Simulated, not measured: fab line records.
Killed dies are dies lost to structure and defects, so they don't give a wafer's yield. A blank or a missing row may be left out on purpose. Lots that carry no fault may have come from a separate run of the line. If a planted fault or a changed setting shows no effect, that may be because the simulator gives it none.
Which tool did it? || flow gf180mcu || 39 wafers from 13 lots sampled at 5 of the route's 602 steps

WHAT THE GAUGES READ, wafer by wafer
GF_STI_THK_MEAS_30.
{"lot": "L498", "measured": "day 2 06:22", "on": "film-metro-03", "STI_OXIDATION_02_THK (nm)": "10.07 10.27 10.09"}
{"lot": "L499", "measured": "day 2 11:25", "on": "film-metro-03", "STI_OXIDATION_02_THK (nm)": "9.81 10.11 9.58"}
{"lot": "L500", "measured": "day 2 16:14", "on": "film-metro-03", "STI_OXIDATION_02_THK (nm)": "9.86 9.75 9.93"}
{"lot": "L502", "measured": "day 3 02:29", "on": "film-metro-04", "STI_OXIDATION_02_THK (nm)": "10.13 10.43 10.03"}
{"lot": "L503", "measured": "day 3 07:11", "on": "film-metro-04", "STI_OXIDATION_02_THK (nm)": "9.82 9.88 9.85"}
{"lot": "L504", "measured": "day 3 14:00", "on": "film-metro-01", "STI_OXIDATION_02_THK (nm)": "10.12 10.10 10.04"}
{"lot": "L506", "measured": "day 4 01:06", "on": "film-metro-04", "STI_OXIDATION_02_THK (nm)": "9.86 9.93 10.05"}
{"lot": "L513", "measured": "day 5 15:32", "on": "film-metro-04", "STI_OXIDATION_02_THK (nm)": "10.26 9.89 10.04"}
{"lot": "L514", "measured": "day 5 19:25", "on": "film-metro-04", "STI_OXIDATION_02_THK (nm)": "10.05 10.13 10.07"}
{"lot": "L516", "measured": "day 6 03:21", "on": "film-metro-03", "STI_OXIDATION_02_THK (nm)": "10.01 10.05 10.06"}
{"lot": "L518", "measured": "day 6 13:36", "on": "film-metro-03", "STI_OXIDATION_02_THK (nm)": "9.85 9.97 10.16"}
{"lot": "L519", "measured": "day 6 19:13", "on": "film-metro-01", "STI_OXIDATION_02_THK (nm)": "9.87 9.81 9.96"}
{"lot": "L521", "measured": "day 7 07:03", "on": "film-metro-01", "STI_OXIDATION_02_THK (nm)": "9.92 9.96 10.10"}

GF_VT_IMPLANT_RS_MEAS_47: the measuring method here is four-point-probe.
{"lot": "L498", "measured": "day 7 13:52", "on": "film-metro-04", "NWELL_RS (ohm/sq)": "488.3 486.1 488.7"}
{"lot": "L499", "measured": "day 7 21:42", "on": "film-metro-01", "NWELL_RS (ohm/sq)": "486.8 487.4 487.3"}
{"lot": "L500", "measured": "day 8 05:03", "on": "film-metro-02", "NWELL_RS (ohm/sq)": "485.1 485.9 485.6"}
{"lot": "L502", "measured": "day 8 20:07", "on": "film-metro-02", "NWELL_RS (ohm/sq)": "489.7 490.0 490.3"}
{"lot": "L503", "measured": "day 9 00:23", "on": "film-metro-02", "NWELL_RS (ohm/sq)": "485.9 485.7 485.6"}
{"lot": "L504", "measured": "day 9 08:37", "on": "film-metro-01", "NWELL_RS (ohm/sq)": "486.4 486.0 487.7"}
{"lot": "L506", "measured": "day 10 00:18", "on": "film-metro-04", "NWELL_RS (ohm/sq)": "486.5 487.0 488.2"}
{"lot": "L513", "measured": "day 12 02:55", "on": "film-metro-02", "NWELL_RS (ohm/sq)": "471.7 471.3 470.6"}
{"lot": "L514", "measured": "day 12 06:28", "on": "film-metro-02", "NWELL_RS (ohm/sq)": "472.0 471.3 472.5"}
{"lot": "L516", "measured": "day 12 21:01", "on": "film-metro-01", "NWELL_RS (ohm/sq)": "489.2 488.7 488.4"}
{"lot": "L518", "measured": "day 13 07:06", "on": "film-metro-02", "NWELL_RS (ohm/sq)": "487.0 486.2 485.7"}
{"lot": "L519", "measured": "day 13 13:44", "on": "film-metro-02", "NWELL_RS (ohm/sq)": "486.6 486.6 486.6"}
{"lot": "L521", "measured": "day 14 06:58", "on": "film-metro-04", "NWELL_RS (ohm/sq)": "487.5 486.0 487.7"}

GF_V1_RS_MEAS_24: the measuring method here is four-point-probe.
{"lot": "L498", "measured": "day 18 03:56", "on": "film-metro-04", "V1_W_RS (ohm/sq)": "0.326 0.324 0.325"}
{"lot": "L499", "measured": "day 18 14:29", "on": "film-metro-03", "V1_W_RS (ohm/sq)": "0.327 0.325 0.319"}
{"lot": "L500", "measured": "day 19 07:26", "on": "film-metro-01", "V1_W_RS (ohm/sq)": "0.323 0.315 0.320"}
{"lot": "L502", "measured": "day 20 03:08", "on": "film-metro-01", "V1_W_RS (ohm/sq)": "0.325 0.312 0.323"}
{"lot": "L503", "measured": "day 20 10:13", "on": "film-metro-01", "V1_W_RS (ohm/sq)": "0.332 0.319 0.331"}
{"lot": "L504", "measured": "day 20 15:43", "on": "film-metro-03", "V1_W_RS (ohm/sq)": "0.316 0.318 0.330"}
{"lot": "L506", "measured": "day 21 17:53", "on": "film-metro-04", "V1_W_RS (ohm/sq)": "0.316 0.327 0.330"}
{"lot": "L513", "measured": "day 24 02:44", "on": "film-metro-04", "V1_W_RS (ohm/sq)": "0.321 0.326 0.322"}
{"lot": "L514", "measured": "day 24 19:07", "on": "film-metro-03", "V1_W_RS (ohm/sq)": "0.321 0.326 0.322"}
{"lot": "L516", "measured": "day 25 22:37", "on": "film-metro-04", "V1_W_RS (ohm/sq)": "0.333 0.323 0.326"}
{"lot": "L518", "measured": "day 25 23:35", "on": "film-metro-01", "V1_W_RS (ohm/sq)": "0.324 0.324 0.321"}
{"lot": "L519", "measured": "day 26 00:23", "on": "film-metro-04", "V1_W_RS (ohm/sq)": "0.319 0.323 0.318"}
{"lot": "L521", "measured": "day 26 19:26", "on": "film-metro-03", "V1_W_RS (ohm/sq)": "0.324 0.327 0.325"}

WHICH TOOL RAN EACH LOT (tool, then ch and the chambers of the sampled wafers, then the start)
{"lot": "L498", "GF_NWELL_IMPLANT_09": "implanter-02 ch 0, day 3 07:56", "GF_M1_METAL_ETCH_16": "rie-metal-02 ch 0,1, day 17 02:37"}
{"lot": "L499", "GF_NWELL_IMPLANT_09": "implanter-02 ch 0, day 3 14:07", "GF_M1_METAL_ETCH_16": "rie-metal-02 ch 1, day 17 13:07"}
{"lot": "L500", "GF_NWELL_IMPLANT_09": "implanter-03 ch 0, day 3 18:02", "GF_M1_METAL_ETCH_16": "rie-metal-01 ch 0,1, day 18 05:12"}
{"lot": "L502", "GF_NWELL_IMPLANT_09": "implanter-02 ch 0, day 4 06:08", "GF_M1_METAL_ETCH_16": "rie-metal-03 ch 1, day 19 00:36"}
{"lot": "L503", "GF_NWELL_IMPLANT_09": "implanter-04 ch 0, day 4 10:13", "GF_M1_METAL_ETCH_16": "rie-metal-02 ch 0,1, day 19 07:39"}
{"lot": "L504", "GF_NWELL_IMPLANT_09": "implanter-04 ch 0, day 4 17:08", "GF_M1_METAL_ETCH_16": "rie-metal-03 ch 1, day 19 13:09"}
{"lot": "L506", "GF_NWELL_IMPLANT_09": "implanter-03 ch 0, day 5 06:02", "GF_M1_METAL_ETCH_16": "rie-metal-02 ch 0,1, day 20 15:01"}
{"lot": "L513", "GF_NWELL_IMPLANT_09": "implanter-02 ch 0, day 6 21:55", "GF_M1_METAL_ETCH_16": "rie-metal-01 ch 0,1, day 23 01:48"}
{"lot": "L514", "GF_NWELL_IMPLANT_09": "implanter-02 ch 0, day 7 01:20", "GF_M1_METAL_ETCH_16": "rie-metal-02 ch 0,1, day 23 10:58"}
{"lot": "L516", "GF_NWELL_IMPLANT_09": "implanter-04 ch 0, day 7 12:44", "GF_M1_METAL_ETCH_16": "rie-metal-01 ch 0,1, day 24 20:51"}
{"lot": "L518", "GF_NWELL_IMPLANT_09": "implanter-04 ch 0, day 7 20:57", "GF_M1_METAL_ETCH_16": "rie-metal-02 ch 0,1, day 24 21:09"}
{"lot": "L519", "GF_NWELL_IMPLANT_09": "implanter-03 ch 0, day 8 03:38", "GF_M1_METAL_ETCH_16": "rie-metal-01 ch 0,1, day 24 21:33"}
{"lot": "L521", "GF_NWELL_IMPLANT_09": "implanter-04 ch 0, day 8 15:50", "GF_M1_METAL_ETCH_16": "rie-metal-02 ch 0,1, day 25 20:25"}
- GF_NWELL_IMPLANT_09
- GF_M1_METAL_ETCH_16: etches the open film in Cl2/BCl3, stops on SiO2, target depth 750.8 nm, time 125.1 s.

AS READ BY THE TOOLS THEMSELVES (means over the sampled wafers that have a number; for cases with no such wafer, the mark the record gives instead)
GF_NWELL_IMPLANT_09.
{"lot": "L498", "tool": "implanter-02", "dose-ions-cm2": 3.999e+12, "faraday-current-uA": 23.0}
{"lot": "L499", "tool": "implanter-02", "dose-ions-cm2": 4.004e+12, "faraday-current-uA": 22.3}
{"lot": "L500", "tool": "implanter-03", "dose-ions-cm2": 4.001e+12, "faraday-current-uA": 22.8}
{"lot": "L502", "tool": "implanter-02", "dose-ions-cm2": 4.002e+12, "faraday-current-uA": 22.9}
{"lot": "L503", "tool": "implanter-04", "dose-ions-cm2": 3.999e+12, "faraday-current-uA": 22.9}
{"lot": "L504", "tool": "implanter-04", "dose-ions-cm2": 3.999e+12, "faraday-current-uA": 22.8}
{"lot": "L506", "tool": "implanter-03", "dose-ions-cm2": 4.002e+12, "faraday-current-uA": 22.7}
{"lot": "L513", "tool": "implanter-02", "dose-ions-cm2": 4.864e+12, "faraday-current-uA": 27.9}
{"lot": "L514", "tool": "implanter-02", "dose-ions-cm2": 4.858e+12, "faraday-current-uA": 27.3}
{"lot": "L516", "tool": "implanter-04", "dose-ions-cm2": 4.003e+12, "faraday-current-uA": 22.5}
{"lot": "L518", "tool": "implanter-04", "dose-ions-cm2": 3.994e+12, "faraday-current-uA": 22.1}
{"lot": "L519", "tool": "implanter-03", "dose-ions-cm2": 3.998e+12, "faraday-current-uA": 22.5}
{"lot": "L521", "tool": "implanter-04", "dose-ions-cm2": 4.000e+12, "faraday-current-uA": 22.8}

GF_M1_METAL_ETCH_16.
{"lot": "L498", "tool": "rie-metal-02", "chamber-pressure-mTorr (mTorr)": 7.997, "drypump-motor-current-A (A)": 5.7, "oes-product-au (a.u.)": 0.991, "throttle-valve-pct (%)": 28.230}
{"lot": "L499", "tool": "rie-metal-02", "chamber-pressure-mTorr (mTorr)": 8.004, "drypump-motor-current-A (A)": 5.7, "oes-product-au (a.u.)": 0.989, "throttle-valve-pct (%)": 28.240}
{"lot": "L500", "tool": "rie-metal-01", "chamber-pressure-mTorr (mTorr)": 8.004, "drypump-motor-current-A (A)": 5.5, "oes-product-au (a.u.)": 0.987, "throttle-valve-pct (%)": 28.243}
{"lot": "L502", "tool": "rie-metal-03", "chamber-pressure-mTorr (mTorr)": 7.998, "drypump-motor-current-A (A)": 5.3, "oes-product-au (a.u.)": 0.989, "throttle-valve-pct (%)": 28.224}
{"lot": "L503", "tool": "rie-metal-02", "chamber-pressure-mTorr (mTorr)": 7.992, "drypump-motor-current-A (A)": 5.7, "oes-product-au (a.u.)": 0.984, "throttle-valve-pct (%)": 28.247}
{"lot": "L504", "tool": "rie-metal-03", "chamber-pressure-mTorr (mTorr)": 7.993, "drypump-motor-current-A (A)": 5.3, "oes-product-au (a.u.)": 0.986, "throttle-valve-pct (%)": 28.231}
{"lot": "L506", "tool": "rie-metal-02", "chamber-pressure-mTorr (mTorr)": 8.006, "drypump-motor-current-A (A)": 5.7, "oes-product-au (a.u.)": 0.989, "throttle-valve-pct (%)": 28.225}
{"lot": "L513", "tool": "rie-metal-01", "chamber-pressure-mTorr (mTorr)": 8.007, "drypump-motor-current-A (A)": 5.9, "oes-product-au (a.u.)": 0.991, "throttle-valve-pct (%)": 28.228}
{"lot": "L514", "tool": "rie-metal-02", "chamber-pressure-mTorr (mTorr)": 8.001, "drypump-motor-current-A (A)": 5.7, "oes-product-au (a.u.)": 0.985, "throttle-valve-pct (%)": 28.239}
{"lot": "L516", "tool": "rie-metal-01", "chamber-pressure-mTorr (mTorr)": 8.004, "drypump-motor-current-A (A)": 5.8, "oes-product-au (a.u.)": 0.990, "throttle-valve-pct (%)": 28.224}
{"lot": "L518", "tool": "rie-metal-02", "chamber-pressure-mTorr (mTorr)": 7.998, "drypump-motor-current-A (A)": 5.7, "oes-product-au (a.u.)": 0.992, "throttle-valve-pct (%)": 28.226}
{"lot": "L519", "tool": "rie-metal-01", "chamber-pressure-mTorr (mTorr)": 8.001, "drypump-motor-current-A (A)": 5.5, "oes-product-au (a.u.)": 0.983, "throttle-valve-pct (%)": 28.236}
{"lot": "L521", "tool": "rie-metal-02", "chamber-pressure-mTorr (mTorr)": 8.009, "drypump-motor-current-A (A)": 5.7, "oes-product-au (a.u.)": 0.991, "throttle-valve-pct (%)": 28.221}

THE ANSWER, worked out from the rows above alone
Rule: usual is defined by the lots themselves. The widest of any qualifying gaps counts: lots, ordered by their means at a reading, are off when they make up no more than a third of the lots, leave a main group of 4 or more, and stand apart from it by 3 or more times the standard deviation of that group's means. A main group is skipped when, at the precision printed for the reading in the tables above, its means are all equal. Also off: a lot with no number at a reading for which 4 or more lots have one. The other lots that the step has rows for count as sound. Order of review: gauges by route order, followed by the tools' own readings, for which a lot's mean as printed above is used. The first step at which some lot is off is used, and at that step the reading that is off furthest; a lot without a number counts as furthest.
Off: L513, L514, at GF_VT_IMPLANT_RS_MEAS_47 (NWELL_RS). For the main group the mean is 487.2 ohm/sq and the standard deviation 1.2.
If a tool, at a process step before that reading, ran all the lots that are off and no sound lot after the first of them, it fits. The gauges at GF_VT_IMPLANT_RS_MEAS_47 aren't tried: what is off there is off at GF_NWELL_IMPLANT_09 too, on other tools, and a gauge's error can't cause that. One candidate fits, namely implanter-02 at GF_NWELL_IMPLANT_09. A fault onset in the window from L502 (day 4 06:08, its last sound lot) to L513 (day 6 21:55, its first lot off) fits.
The tool's own readings at GF_NWELL_IMPLANT_09 bear it out: on the lots that are off they differ by more than 5 times the standard deviation of the sound lots' means. dose-ions-cm2 reads 4.861e+12 there against 4.000e+12 on the sound lots; faraday-current-uA reads 27.6 there against 22.7 on the sound lots.

WHAT THE SIMULATOR HAD PUT IN
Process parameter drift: implanter-02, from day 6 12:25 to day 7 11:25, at GF_NWELL_IMPLANT_09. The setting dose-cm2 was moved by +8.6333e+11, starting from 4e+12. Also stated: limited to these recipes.
Struck lots among those shown: L513, L514. Same finding as the rule above.
